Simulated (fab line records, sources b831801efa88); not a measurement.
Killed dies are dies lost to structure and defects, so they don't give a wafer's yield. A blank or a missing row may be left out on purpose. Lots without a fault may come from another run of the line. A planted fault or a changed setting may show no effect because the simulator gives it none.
fab line records | flow sky130
record lots=24 wafers=72 last_day=50
route steps=708 shown CONTACT@420 VIA1@474 METAL4@634 PASSIVATION@692
lots that met no fault: from a run of the same line without faults
start_h: hours from the record's first day to the start of the lot's first wafer shown | wait_h: hours since the lot's step before | " the same as in the row above | L1.1+2: a row that stands for several wafers | - no value, or no start given | * or withheld: withheld | < > ~ a bound
route shown NAME@n: a module of which the file shows steps, and the number in the route of the first | usual: mean/standard deviation of fault-free wafers | same: alike in all rows | chamber/n: place in a boat | sites: the reading at each site | _std_site: their standard deviation | _edge_site: outer sites' mean less inner sites' | radius_mm: how far each site lies from the wafer's centre | mask NAME#n: copy n | behind: the tool/chamber that last shaped the wafer | hold: why the lot was held/for how many hours/how that ended | device: the transistor (n, p or np) that didn't switch | end of line: the same wafers' tests at the end of the route | a step without rows: its recipe alone | killed: dies lost to structure and defects at the first sort, not the wafer's yield | map: a wafer's dies, x killed, . not, _ none there
set.NAME: the setting as run; set.NAME@STEP: as run at that earlier step | model.NAME: the simulator's own value behind a step, which no gauge read
steps of the route over a sample of lots; a table a step, a row a wafer
services: from which hour (start_h, from the record's first day; less than 0 if before it) a tool's chamber was out of use, for how many hours, and why
## steps
# step SKY_CONTACT_CD_MEAS_14
# recipe target_cd_nm=170
# usual cd_nm=170.3/1.6
# columns lot.wafer tool chamber start_h wait_h cd_nm
L074.3 cd_sem-02 - 751.77 - 170.8
L074.4 " - " " 172.2
L074.6 " - " " 171.3
L076.1 cd_sem-01 - 758.61 - 169.9
L076.2 " - " " 169.5
L076.3 " - " " 169.0
L075.1 cd_sem-02 - 760.71 - 172.7
L075.3 " - " " 172.9
L075.5 " - " " 172.6
L077.3 cd_sem-01 - 765.45 - 170.6
L077.4 " - " " 171.1
L077.5 " - " " 170.2
L078.2 cd_sem-02 - 769.23 - 166.9
L078.4 " - " " 169.9
L078.6 " - " " 170.0
L079.3 cd_sem-02 - 775.07 - 169.8
L079.5 " - " " 168.6
L079.6 " - " " 169.9
L081.2 cd_sem-01 - 789.63 - 173.6
L081.3 " - " " 173.7
L081.6 " - " " 172.7
L080.3 cd_sem-02 - 794.12 - 169.5
L080.4 " - " " 167.0
L080.6 " - " " 168.0
L082.2 cd_sem-01 - 794.73 - 168.8
L082.5 " - " " 169.8
L082.6 " - " " 169.1
L083.1 cd_sem-01 - 806.83 - 173.1
L083.3 " - " " 171.9
L083.4 " - " " 172.7
L084.4 cd_sem-01 - 816.47 - 171.2
L084.5 " - " " 169.4
L084.6 " - " " 169.6
L085.1 cd_sem-01 - 824.61 - 173.0
L085.2 " - " " 170.5
L085.3 " - " " 171.7
L086.1 cd_sem-01 - 826.51 - 171.0
L086.3 " - " " 171.0
L086.5 " - " " 170.6
L087.3 cd_sem-02 - 833.60 - 169.0
L087.4 " - " " 168.8
L087.6 " - " " 169.1
L088.2 cd_sem-01 - 839.78 - 171.2
L088.3 " - " " 170.3
L088.5 " - " " 170.1
L089.2 cd_sem-02 - 846.13 - 171.1
L089.3 " - " " 170.8
L089.4 " - " " 170.6
L090.1 cd_sem-01 - 857.13 - 167.6
L090.3 " - " " 168.4
L090.5 " - " " 167.4
L091.2 cd_sem-01 - 859.10 - 170.9
L091.5 " - " " 171.6
L091.6 " - " " 169.1
L092.2 cd_sem-02 - 874.65 - 171.5
L092.5 " - " " 171.1
L092.6 " - " " 172.0
L093.2 cd_sem-01 - 875.63 - 168.2
L093.3 " - " " 168.3
L093.6 " - " " 167.2
L094.2 cd_sem-02 - 886.28 - 170.1
L094.3 " - " " 168.9
L094.4 " - " " 168.2
L095.2 cd_sem-01 - 893.00 - 169.1
L095.5 " - " " 169.4
L095.6 " - " " 169.2
L096.4 cd_sem-01 - 896.44 - 173.1
L096.5 " - " " 171.8
L096.6 " - " " 172.9
L097.1 cd_sem-02 - 901.61 - 169.3
L097.3 " - " " 170.3
L097.6 " - " " 169.1
# step SKY_CONTACT_OVL_MEAS_15
# usual CONTACT_OVL=-1/5
# columns lot.wafer tool chamber start_h wait_h CONTACT_OVL[nm]
L074.3 overlay-01 - 751.86 0.1 -9
L074.4 " - " " -7
L074.6 " - " " -11
L076.1 overlay-01 - 758.73 0.1 -1
L076.2 " - " " -8
L076.3 " - " " 5
L075.1 overlay-02 - 760.83 0.1 -5
L075.3 " - " " 2
L075.5 " - " " 2
L077.3 overlay-02 - 765.54 0.1 -9
L077.4 " - " " -8
L077.5 " - " " -2
L078.2 overlay-02 - 769.33 0.1 5
L078.4 " - " " 10
L078.6 " - " " 3
L079.3 overlay-02 - 775.16 0.1 -2
L079.5 " - " " 1
L079.6 " - " " 0
L081.2 overlay-01 - 789.73 0.1 -1
L081.3 " - " " -1
L081.6 " - " " 0
L080.3 overlay-02 - 794.21 0.1 -2
L080.4 " - " " -4
L080.6 " - " " 0
L082.2 overlay-02 - 794.83 0.1 1
L082.5 " - " " -2
L082.6 " - " " 0
L083.1 overlay-01 - 806.95 0.1 -3
L083.3 " - " " 3
L083.4 " - " " -1
L084.4 overlay-01 - 816.55 0.1 -9
L084.5 " - " " -11
L084.6 " - " " -8
L085.1 overlay-01 - 824.73 0.1 -1
L085.2 " - " " 0
L085.3 " - " " -5
L086.1 overlay-02 - 826.63 0.1 4
L086.3 " - " " 9
L086.5 " - " " -2
L087.3 overlay-02 - 833.69 0.1 -5
L087.4 " - " " -3
L087.6 " - " " 2
L088.2 overlay-01 - 839.88 0.1 5
L088.3 " - " " 4
L088.5 " - " " 7
L089.2 overlay-01 - 846.23 0.1 -1
L089.3 " - " " 3
L089.4 " - " " -1
L090.1 overlay-02 - 857.25 0.1 5
L090.3 " - " " 2
L090.5 " - " " 1
L091.2 overlay-01 - 859.21 0.1 7
L091.5 " - " " -3
L091.6 " - " " 7
L092.2 overlay-01 - 874.76 0.1 -7
L092.5 " - " " -12
L092.6 " - " " -4
L093.2 overlay-01 - 875.74 0.1 6
L093.3 " - " " -1
L093.6 " - " " -3
L094.2 overlay-01 - 886.39 0.1 7
L094.3 " - " " 6
L094.4 " - " " 1
L095.2 overlay-01 - 893.11 0.1 -7
L095.5 " - " " 2
L095.6 " - " " -6
L096.4 overlay-02 - 896.52 0.1 -8
L096.5 " - " " -6
L096.6 " - " " -8
L097.1 overlay-01 - 901.73 0.1 4
L097.3 " - " " -1
L097.6 " - " " 3
# step SKY_CONTACT_ETCH_16
# recipe chemistry=N2/H2 target=BARC ion_energy_ev=200 source_w=500 bias_w=100 pressure_mtorr=30 n2_flow_sccm=100 h2_flow_sccm=200 stop_on=SiO2 time_s=45.9 target_depth_a=600
# usual drypump_motor_current_A=5.6/0.45 oes_product_au=0.854/0.0046 throttle_valve_pct=13.225/0.0088
# same time_s=45.9
# columns lot.wafer tool chamber start_h wait_h drypump_motor_current_A oes_product_au rf_hours_counter_h throttle_valve_pct
L074.3 rie_diel-04 2 751.89 0.0 6.2 0.855 10 13.219
L074.4 " 1 " " 5.5 0.854 12 13.209
L074.6 " 0 " " 5.8 0.857 - 13.223
L076.1 rie_diel-01 1 758.76 0.0 5.4 0.856 8 13.233
L076.2 " 3 " " 6.2 0.852 16 13.221
L076.3 " 2 " " 5.9 0.858 4 13.244
L075.1 rie_diel-04 2 760.86 0.0 6.2 0.851 10 13.226
L075.3 " 0 " " 5.8 0.850 2 13.212
L075.5 " 3 " " 4.9 0.857 - 13.224
L077.3 rie_diel-02 0 765.56 0.0 5.1 0.859 6 13.233
L077.4 " 1 " " 5.5 0.850 6 13.216
L077.5 " 2 " " 5.7 0.856 - 13.231
L078.2 rie_diel-04 1 769.36 0.0 5.5 0.855 13 13.207
L078.4 " 0 " " 5.8 0.860 2 13.214
L078.6 " 2 " " 6.2 0.864 - 13.224
L079.3 rie_diel-01 2 775.19 0.0 5.9 0.852 4 13.222
L079.5 " 2 " " 5.9 0.853 - 13.223
L079.6 " 0 " " 5.0 0.849 - 13.228
L081.2 rie_diel-04 2 789.76 0.0 6.2 0.853 11 13.221
L081.3 " 1 " " 5.5 0.854 14 13.227
L081.6 " 1 " " 5.5 0.851 - 13.235
L080.3 rie_diel-01 1 794.24 0.0 5.4 0.854 10 13.224
L080.4 " 0 " " 5.0 0.848 13 13.211
L080.6 " 0 " " 5.0 0.860 - 13.219
L082.2 rie_diel-04 2 794.86 0.0 6.2 0.855 11 13.221
L082.5 " 3 " " 4.9 0.850 - 13.214
L082.6 " 0 " " 5.8 0.855 - 13.224
L083.1 rie_diel-04 3 806.99 0.0 4.9 0.860 36 13.235
L083.3 " 0 " " 5.8 0.858 3 13.223
L083.4 " 2 " " 6.2 0.854 12 13.232
L084.4 rie_diel-01 2 816.57 0.0 5.9 0.856 5 13.227
L084.5 " 1 " " 5.4 0.859 - 13.222
L084.6 " 0 " " 5.0 0.852 - 13.223
L085.1 rie_diel-02 2 824.77 0.0 5.7 0.846 13 13.220
L085.2 " 0 " " 5.1 0.858 8 13.222
L085.3 " 3 " " 6.1 0.860 10 13.236
L086.1 rie_diel-02 2 826.67 0.0 5.7 0.852 13 13.232
L086.3 " 0 " " 5.1 0.856 8 13.223
L086.5 " 1 " " 5.5 0.853 - 13.234
L087.3 rie_diel-02 3 833.72 0.0 6.1 0.845 10 13.208
L087.4 " 2 " " 5.7 0.851 13 13.225
L087.6 " 0 " " 5.1 0.859 - 13.226
L088.2 rie_diel-01 0 839.91 0.0 5.0 0.851 15 13.222
L088.3 " 2 " " 6.0 0.855 6 13.234
L088.5 " 3 " " 6.2 0.854 - 13.227
L089.2 rie_diel-01 1 846.26 0.0 5.4 0.856 11 13.230
L089.3 " 3 " " 6.1 0.846 18 13.227
L089.4 " 2 " " 5.9 0.851 6 13.216
L090.1 rie_diel-01 3 857.29 0.0 6.2 0.857 19 13.218
L090.3 " 2 " " 5.9 0.866 7 13.239
L090.5 " 3 " " 6.2 0.854 - 13.238
L091.2 rie_diel-02 1 859.24 0.0 5.5 0.852 9 13.210
L091.5 " 2 " " 5.7 0.848 - 13.227
L091.6 " 1 " " 5.5 0.851 - 13.234
L092.2 rie_diel-04 0 874.79 0.0 5.8 0.857 5 13.225
L092.5 " 3 " " 4.9 0.849 - 13.215
L092.6 " 2 " " 6.2 0.848 - 13.227
L093.2 rie_diel-01 0 875.77 0.0 5.0 0.849 16 13.232
L093.3 " 1 " " 5.4 0.862 13 13.215
L093.6 " 0 " " 5.0 0.856 - 13.217
L094.2 rie_diel-02 1 886.42 0.0 5.5 0.854 9 13.240
L094.3 " 2 " " 5.7 0.853 14 13.233
L094.4 " 0 " " 5.1 0.856 9 13.222
L095.2 rie_diel-04 3 893.14 0.0 4.9 0.858 2 13.207
L095.5 " 2 " " 6.2 0.857 - 13.222
L095.6 " 1 " " 5.5 0.851 - 13.232
L096.4 rie_diel-01 2 896.54 0.0 5.9 0.861 8 13.228
L096.5 " 1 " " 5.4 0.855 - 13.224
L096.6 " 2 " " 5.9 0.858 - 13.222
L097.1 rie_diel-02 2 901.77 0.0 5.7 0.858 15 13.230
L097.3 " 3 " " 6.1 0.853 12 13.239
L097.6 " 2 " " 5.7 0.848 - 13.226
# step SKY_VIA1_STRIP_16
# recipe chemistry=O2/N2 power_w=1400 pressure_mtorr=1500 platen_temp_c=withheld o2_flow_sccm=3000 n2_flow_sccm=300 overash_fraction=0.5
# usual drypump_motor_current_A=6.0/0.45 oes_product_au=0.415/0.0044 strip_time_to_endpoint_s=4.459/0.022
# columns lot.wafer tool chamber start_h wait_h drypump_motor_current_A oes_product_au rf_hours_counter_h strip_time_to_endpoint_s
L074.3 plasma_asher-04 1 807.64 0.1 5.6 0.414 - 4.420
L074.4 " 0 " " 5.9 0.412 - 4.436
L074.6 " 0 " " 5.9 0.414 - 4.415
L076.1 plasma_asher-03 1 815.50 0.0 5.9 0.416 66 4.453
L076.2 " 0 " " 6.3 0.412 66 4.472
L076.3 " 1 " " 5.9 0.414 - 4.437
L075.1 plasma_asher-04 1 816.94 0.0 5.6 0.413 102 4.478
L075.3 " 0 " " 5.9 0.404 - 4.402
L075.5 " 0 " " 5.9 0.414 - 4.420
L077.3 plasma_asher-03 1 821.82 0.1 5.9 0.416 - 4.422
L077.4 " 0 " " 6.4 0.413 - 4.462
L077.5 " 1 " " 5.9 0.405 - 4.421
L078.2 plasma_asher-04 1 825.69 0.0 5.6 0.412 103 4.450
L078.4 " 0 " " 5.9 0.412 - 4.441
L078.6 " 1 " " 5.6 0.415 - 4.466
L079.3 plasma_asher-03 0 831.72 0.1 6.4 0.422 - 4.451
L079.5 " 1 " " 5.9 0.408 - 4.407
L079.6 " 0 " " 6.3 0.417 - 4.472
L081.2 plasma_asher-01 0 846.34 0.0 5.6 0.412 10 4.483
L081.3 " 0 " " 5.6 0.416 - 4.467
L081.6 " 1 " " 6.7 0.415 - 4.468
L080.3 plasma_asher-01 0 851.91 0.1 5.6 0.418 - 4.466
L080.4 " 1 " " 6.7 0.415 - 4.492
L080.6 " 1 " " 6.7 0.414 - 4.449
L082.2 plasma_asher-04 0 852.22 0.0 5.9 0.425 106 4.442
L082.5 " 1 " " 5.6 0.415 - 4.466
L082.6 " 0 " " 5.9 0.415 - 4.448
L083.1 plasma_asher-01 1 862.27 0.0 6.7 0.412 11 4.505
L083.3 " 0 " " 5.6 0.426 - 4.455
L083.4 " 1 " " 6.7 0.417 - 4.454
L084.4 plasma_asher-01 1 871.89 0.1 6.7 0.420 - 4.481
L084.5 " 0 " " 5.6 0.415 - 4.432
L084.6 " 1 " " 6.7 0.417 - 4.460
L085.1 plasma_asher-04 1 881.00 0.0 5.6 0.414 109 4.446
L085.2 " 0 " " 5.9 0.413 109 4.452
L085.3 " 1 " " 5.6 0.417 - 4.446
L086.1 plasma_asher-01 0 882.55 0.0 5.6 0.418 13 4.504
L086.3 " 0 " " 5.6 0.419 - 4.457
L086.5 " 1 " " 6.7 0.408 - 4.452
L087.3 plasma_asher-01 1 888.29 0.1 6.7 0.419 - 4.454
L087.4 " 0 " " 5.6 0.420 - 4.469
L087.6 " 1 " " 6.7 0.419 - 4.465
L088.2 plasma_asher-04 0 894.53 0.0 5.9 0.412 110 4.461
L088.3 " 1 " " 5.6 0.415 - 4.475
L088.5 " 1 " " 5.6 0.422 - 4.469
L089.2 plasma_asher-01 1 899.93 0.0 6.7 0.408 15 4.464
L089.3 " 1 " " 6.7 0.410 - 4.444
L089.4 " 0 " " 5.6 0.421 - 4.479
L090.1 plasma_asher-04 0 911.83 0.0 5.9 0.414 112 4.443
L090.3 " 0 " " 5.9 0.417 - 4.491
L090.5 " 0 " " 5.9 0.415 - 4.500
L091.2 plasma_asher-03 1 912.69 0.0 5.9 0.414 76 4.442
L091.5 " 1 " " 5.9 0.417 - 4.449
L091.6 " 0 " " 6.3 0.415 - 4.468
L092.2 plasma_asher-01 1 928.10 0.0 6.7 0.410 18 4.438
L092.5 " 1 " " 6.7 0.409 - 4.447
L092.6 " 0 " " 5.6 0.417 - 4.428
L093.2 plasma_asher-01 0 928.84 0.0 5.6 0.414 18 4.445
L093.3 " 1 " " 6.7 0.412 - 4.480
L093.6 " 0 " " 5.6 0.417 - 4.455
L094.2 plasma_asher-03 1 940.35 0.0 5.9 0.415 78 4.445
L094.3 " 1 " " 5.9 0.421 - 4.467
L094.4 " 0 " " 6.4 0.415 - 4.461
L095.2 plasma_asher-01 1 946.90 0.0 6.7 0.417 19 4.440
L095.5 " 0 " " 5.6 0.418 - 4.436
L095.6 " 1 " " 6.8 0.423 - 4.436
L096.4 plasma_asher-03 0 949.37 0.0 6.3 0.409 - 4.464
L096.5 " 0 " " 6.3 0.413 - 4.486
L096.6 " 1 " " 5.9 0.421 - 4.422
L097.1 plasma_asher-01 1 955.19 0.0 6.7 0.421 20 4.463
L097.3 " 1 " " 6.7 0.417 - 4.485
L097.6 " 1 " " 6.7 0.413 - 4.463
# step SKY_METAL4_METAL_ETCH_18
# recipe target_depth_a=8450 stop_on=SiO2 over_etch_frac=0.3 time_s=183.1 chemistry=Cl2/BCl3 resist_sidewall_deg=88 pressure_mtorr=10 icp_w=900 bias_w=48.5 Cl2_flow_sccm=60 bcl3_flow_sccm=30
# usual drypump_motor_current_A=5.7/0.49 oes_product_au=0.866/0.0069 throttle_valve_pct=22.264/0.0086
# same time_s=183.1
# columns lot.wafer tool chamber start_h wait_h drypump_motor_current_A oes_product_au rf_hours_counter_h throttle_valve_pct
L074.3 rie_metal-01 0 994.77 0.1 5.0 0.863 - 22.251
L074.4 " 1 " " 5.6 0.870 - 22.258
L074.6 " 1 " " 5.6 0.873 - 22.261
L076.1 rie_metal-01 1 999.75 0.0 5.6 0.865 16 22.263
L076.2 " 0 " " 5.0 0.861 14 22.271
L076.3 " 0 " " 5.0 0.864 - 22.254
L075.1 rie_metal-02 0 1001.75 0.0 5.1 0.866 19 22.250
L075.3 " 1 " " 6.0 0.873 - 22.255
L075.5 " 0 " " 5.2 0.880 - 22.261
L077.3 rie_metal-02 0 1004.79 0.1 5.2 0.877 - 22.245
L077.4 " 1 " " 5.9 0.867 - 22.279
L077.5 " 1 " " 6.0 0.870 - 22.253
L078.2 rie_metal-02 1 1010.47 0.0 6.0 0.868 18 22.257
L078.4 " 0 " " 5.2 0.871 - 22.270
L078.6 " 0 " " 5.2 0.880 - 22.247
L079.3 rie_metal-03 1 1015.29 0.1 6.5 0.857 - 22.267
L079.5 " 1 " " 6.5 0.857 - 22.275
L079.6 " 0 " " 5.7 0.861 - 22.274
L081.2 rie_metal-03 1 1027.10 0.0 6.5 0.868 21 22.277
L081.3 " 1 " " 6.5 0.857 - 22.252
L081.6 " 1 " " 6.5 0.880 - 22.264
L080.3 rie_metal-02 1 1032.12 0.1 6.0 0.869 - 22.261
L080.4 " 0 " " 5.2 0.867 - 22.274
L080.6 " 0 " " 5.2 0.869 - 22.258
L082.2 rie_metal-02 0 1033.65 0.0 5.2 0.863 21 22.262
L082.5 " 1 " " 5.9 0.864 - 22.264
L082.6 " 0 " " 5.2 0.868 - 22.261
L083.1 rie_metal-01 1 1042.40 0.0 5.7 0.865 18 22.265
L083.3 " 1 " " 5.7 0.852 - 22.276
L083.4 " 1 " " 5.7 0.868 - 22.267
L084.4 rie_metal-03 0 1050.38 0.2 5.6 0.850 - 22.253
L084.5 " 0 " " 5.6 0.865 - 22.264
L084.6 " 0 " " 5.6 0.854 - 22.273
L085.1 rie_metal-03 0 1057.61 0.0 5.7 0.862 12 22.246
L085.2 " 0 " " 5.6 0.859 - 22.269
L085.3 " 0 " " 5.6 0.874 - 22.258
L086.1 rie_metal-03 0 1058.76 0.0 5.6 0.867 12 22.264
L086.3 " 0 " " 5.6 0.877 - 22.260
L086.5 " 0 " " 5.7 0.863 - 22.272
L087.3 rie_metal-01 0 1064.28 0.1 5.0 0.868 - 22.260
L087.4 " 1 " " 5.6 0.866 - 22.259
L087.6 " 0 " " 5.0 0.864 - 22.269
L088.2 rie_metal-03 1 1068.73 0.1 6.6 0.867 - 22.266
L088.3 " 1 " " 6.5 0.862 - 22.256
L088.5 " 1 " " 6.6 0.861 - 22.266
L089.2 rie_metal-03 0 1075.07 0.0 5.6 0.868 13 22.255
L089.3 " 1 " " 6.5 0.864 - 22.261
L089.4 " 0 " " 5.6 0.861 - 22.254
L090.1 rie_metal-01 0 1084.47 0.0 5.0 0.855 18 22.257
L090.3 " 1 " " 5.6 0.862 - 22.261
L090.5 " 0 " " 5.1 0.868 - 22.262
L091.2 rie_metal-03 0 1085.42 0.0 5.7 0.864 14 22.268
L091.5 " 1 " " 6.5 0.856 - 22.263
L091.6 " 0 " " 5.6 0.871 - 22.281
L092.2 rie_metal-01 1 1097.26 0.0 5.7 0.871 23 22.281
L092.5 " 1 " " 5.6 0.863 - 22.250
L092.6 " 0 " " 5.0 0.870 - 22.271
L093.2 rie_metal-03 1 1098.97 0.0 6.5 0.861 3 22.266
L093.3 " 1 " " 6.5 0.871 - 22.257
L093.6 " 1 " " 6.5 0.859 - 22.263
L094.2 rie_metal-03 0 1108.15 0.0 5.7 0.870 15 22.259
L094.3 " 0 " " 5.7 0.860 - 22.260
L094.4 " 1 " " 6.5 0.852 - 22.283
L095.2 rie_metal-01 0 1112.56 0.0 5.0 0.871 20 22.267
L095.5 " 1 " " 5.6 0.877 - 22.254
L095.6 " 0 " " 5.0 0.865 - 22.277
L096.4 rie_metal-03 0 1115.02 0.1 5.7 0.866 - 22.266
L096.5 " 0 " " 5.7 0.864 - 22.261
L096.6 " 1 " " 6.5 0.863 - 22.273
L097.1 rie_metal-03 0 1120.56 0.0 5.6 0.868 17 22.275
L097.3 " 1 " " 6.5 0.883 - 22.270
L097.6 " 1 " " 6.6 0.866 - 22.264
# step SKY_PASSIVATION_ETCH_11
# recipe chemistry=CF4/O2 target_depth_nm=725 stop_on=AlCu source_w=776.3 bias_w=150 pressure_mtorr=150 cf4_flow_sccm=80 O2_flow_sccm=10 time_s=161.1
# usual drypump_motor_current_A=5.5/0.44 oes_product_au=0.969/0.0092 throttle_valve_pct=5.962/0.0097
# same time_s=161.1
# columns lot.wafer tool chamber start_h wait_h drypump_motor_current_A oes_product_au rf_hours_counter_h throttle_valve_pct
L074.3 rie_diel-03 2 1066.86 - 5.9 0.953 18 5.961
L074.4 " 3 " " 5.3 0.982 8 5.976
L074.6 " 3 " " 5.3 0.974 - 5.972
L076.1 rie_diel-03 2 1071.31 - 5.9 0.957 18 5.945
L076.2 " 3 " " 5.3 0.972 8 5.950
L076.3 " 1 " " 4.9 0.982 12 5.962
L075.1 rie_diel-02 2 1073.51 - 5.7 0.972 20 5.965
L075.3 " 0 " " 5.1 0.976 15 5.965
L075.5 " 1 " " 5.5 0.958 - 5.952
L077.3 rie_diel-01 2 1075.41 - 5.9 0.959 15 5.964
L077.4 " 1 " " 5.4 0.972 20 5.955
L077.5 " 3 " " 6.2 0.970 - 5.965
L078.2 rie_diel-03 3 1079.31 - 5.3 0.973 8 5.960
L078.4 " 1 " " 4.9 0.992 - 5.953
L078.6 " 3 " " 5.3 0.968 - 5.957
L079.3 rie_diel-03 1 1083.81 - 4.9 0.972 12 5.982
L079.5 " 1 " " 4.9 0.988 - 5.978
L079.6 " 3 " " 5.3 0.975 - 5.970
L081.2 rie_diel-02 1 1096.43 - 5.5 0.972 14 5.960
L081.3 " 2 " " 5.7 0.974 21 5.969
L081.6 " 1 " " 5.5 0.967 - 5.966
L080.3 rie_diel-01 2 1099.81 - 5.9 0.967 15 5.954
L080.4 " 3 " " 6.2 0.973 27 5.950
L080.6 " 3 " " 6.2 0.970 - 5.969
L082.2 rie_diel-03 1 1100.61 - 4.9 0.985 13 5.954
L082.5 " 1 " " 4.9 0.988 - 5.967
L082.6 " 2 " " 5.9 0.956 - 5.939
L083.1 rie_diel-03 0 1109.46 - 5.8 0.960 14 5.941
L083.3 " 1 " " 4.9 0.982 13 5.967
L083.4 " 3 " " 5.3 0.969 9 5.969
L084.4 rie_diel-01 0 1117.63 - 5.0 0.963 25 5.954
L084.5 " 0 " " 5.0 0.952 - 5.954
L084.6 " 1 " " 5.4 0.972 - 5.965
L085.1 rie_diel-01 0 1124.36 - 5.0 0.956 26 5.972
L085.2 " 1 " " 5.4 0.966 22 5.972
L085.3 " 3 " " 6.2 0.973 28 5.948
L086.1 rie_diel-03 3 1125.51 - 5.3 0.977 10 5.955
L086.3 " 1 " " 4.9 0.985 14 5.967
L086.5 " 3 " " 5.3 0.978 - 5.961
L087.3 rie_diel-01 2 1129.41 - 5.9 0.973 16 5.965
L087.4 " 0 " " 5.0 0.963 26 5.963
L087.6 " 3 " " 6.2 0.976 - 5.973
L088.2 rie_diel-03 0 1134.06 - 5.9 0.980 15 5.970
L088.3 " 2 " " 5.9 0.962 20 5.962
L088.5 " 2 " " 5.9 0.958 - 5.959
L089.2 rie_diel-03 0 1139.03 - 5.8 0.977 15 5.952
L089.3 " 2 " " 5.9 0.964 20 5.967
L089.4 " 3 " " 5.3 0.965 10 5.953
L090.1 rie_diel-02 0 1147.11 - 5.1 0.956 18 5.958
L090.3 " 2 " " 5.7 0.971 23 5.964
L090.5 " 2 " " 5.7 0.973 - 5.968
L091.2 rie_diel-03 2 1148.53 - 5.8 0.960 21 5.935
L091.5 " 2 " " 5.8 0.961 - 5.958
L091.6 " 3 " " 5.3 0.955 - 5.959
L092.2 rie_diel-03 3 1158.41 - 5.3 0.971 11 5.958
L092.5 " 2 " " 5.9 0.955 - 5.971
L092.6 " 1 " " 4.9 0.979 - 5.973
L093.2 rie_diel-01 3 1160.11 - 6.2 0.969 29 5.973
L093.3 " 0 " " 5.0 0.967 27 5.946
L093.6 " 3 " " 6.1 0.967 - 5.969
L094.2 rie_diel-01 2 1167.43 - 5.9 0.969 18 5.976
L094.3 " 3 " " 6.2 0.972 30 5.963
L094.4 " 1 " " 5.4 0.964 23 5.967
L095.2 rie_diel-01 0 1171.03 - 5.0 0.960 28 5.943
L095.5 " 3 " " 6.1 0.969 - 5.954
L095.6 " 0 " " 5.0 0.955 - 5.939
L096.4 rie_diel-01 0 1172.56 - 5.0 0.961 28 5.953
L096.5 " 0 " " 5.0 0.953 - 5.957
L096.6 " 3 " " 6.2 0.977 - 5.960
L097.1 rie_diel-01 0 1177.36 - 5.0 0.954 28 5.949
L097.3 " 3 " " 6.2 0.972 30 5.973
L097.6 " 1 " " 5.4 0.978 - 5.960
## services
# columns tool chamber start_h hours kind
plasma_asher-01 - 733.75 9.0 pm
rie_diel-03 2 747.35 16.1 repair
rie_diel-02 3 767.10 7.8 repair
rie_diel-01 3 771.63 5.9 repair
rie_diel-01 3 778.21 6.7 repair
rie_diel-03 - 780.35 2.8 pm
rie_diel-02 3 789.02 4.9 repair
rie_diel-03 1 789.45 10.2 repair
rie_diel-03 - 799.24 0.5 repair
rie_diel-03 1 824.19 14.5 repair
rie_diel-02 0 835.49 1.5 repair
plasma_asher-01 - 841.53 2.8 pm
rie_diel-02 - 867.90 14.6 pm
rie_diel-02 1 896.29 9.5 repair
rie_diel-03 - 947.44 4.3 pm
rie_diel-02 3 964.56 14.0 repair
rie_diel-03 3 975.54 5.2 repair
plasma_asher-01 - 980.87 0.3 repair
rie_metal-03 - 986.79 14.6 pm
rie_metal-03 0 1066.89 5.6 repair
rie_diel-03 0 1071.98 12.2 repair
rie_diel-03 3 1090.16 6.0 repair
rie_diel-01 1 1111.58 1.2 repair
rie_diel-03 - 1165.74 0.3 repair
## key
fault none
